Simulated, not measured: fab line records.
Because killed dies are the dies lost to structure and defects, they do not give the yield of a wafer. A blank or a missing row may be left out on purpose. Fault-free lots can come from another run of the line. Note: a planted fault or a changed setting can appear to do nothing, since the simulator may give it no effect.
Which tool did it? + flow gf180mcu + 6 lots (18 wafers sampled), 1 step of a 602-step route

WHAT THE GAUGES READ, wafer by wafer
GF_V3_RS_MEAS_24: a four-point-probe measurement.
| lot  | measured     | on            | V3_W_RS (ohm/sq)  |
|------|--------------|---------------|-------------------|
| L288 | day 23 06:10 | film-metro-03 | 0.316 0.321 0.318 |
| L290 | day 24 04:40 | film-metro-02 | 0.322 0.328 0.323 |
| L302 | day 28 02:39 | film-metro-03 | 0.324 0.325 0.320 |
| L305 | day 28 14:32 | film-metro-04 | 0.327 0.319 0.325 |
| L308 | day 29 08:36 | film-metro-04 | 0.330 0.325 0.331 |
| L310 | day 30 04:32 | film-metro-02 | 0.327 0.327 0.323 |

WHICH TOOL RAN EACH LOT (tool, then ch and the chambers of the sampled wafers, then the start)
Record: no process step prior to these readings.

THE ANSWER, worked out from the rows above alone
Rule: what is usual is taken from the lots themselves. The widest of any qualifying gaps counts: lots, ordered by their means at a reading, are off when they make up no more than a third of the lots, leave a main group of 4 or more, and stand apart from it by 3 or more times the standard deviation of that group's means. A main group whose means are all the same, to the digits that the tables above print for the reading, isn't used. A lot without any number at a reading at which 4 lots or more have one is off too. All remaining lots with rows at the step are treated as sound.
No lot is off at any reading shown: from this, nothing can be told.

WHAT THE SIMULATOR HAD INSERTED
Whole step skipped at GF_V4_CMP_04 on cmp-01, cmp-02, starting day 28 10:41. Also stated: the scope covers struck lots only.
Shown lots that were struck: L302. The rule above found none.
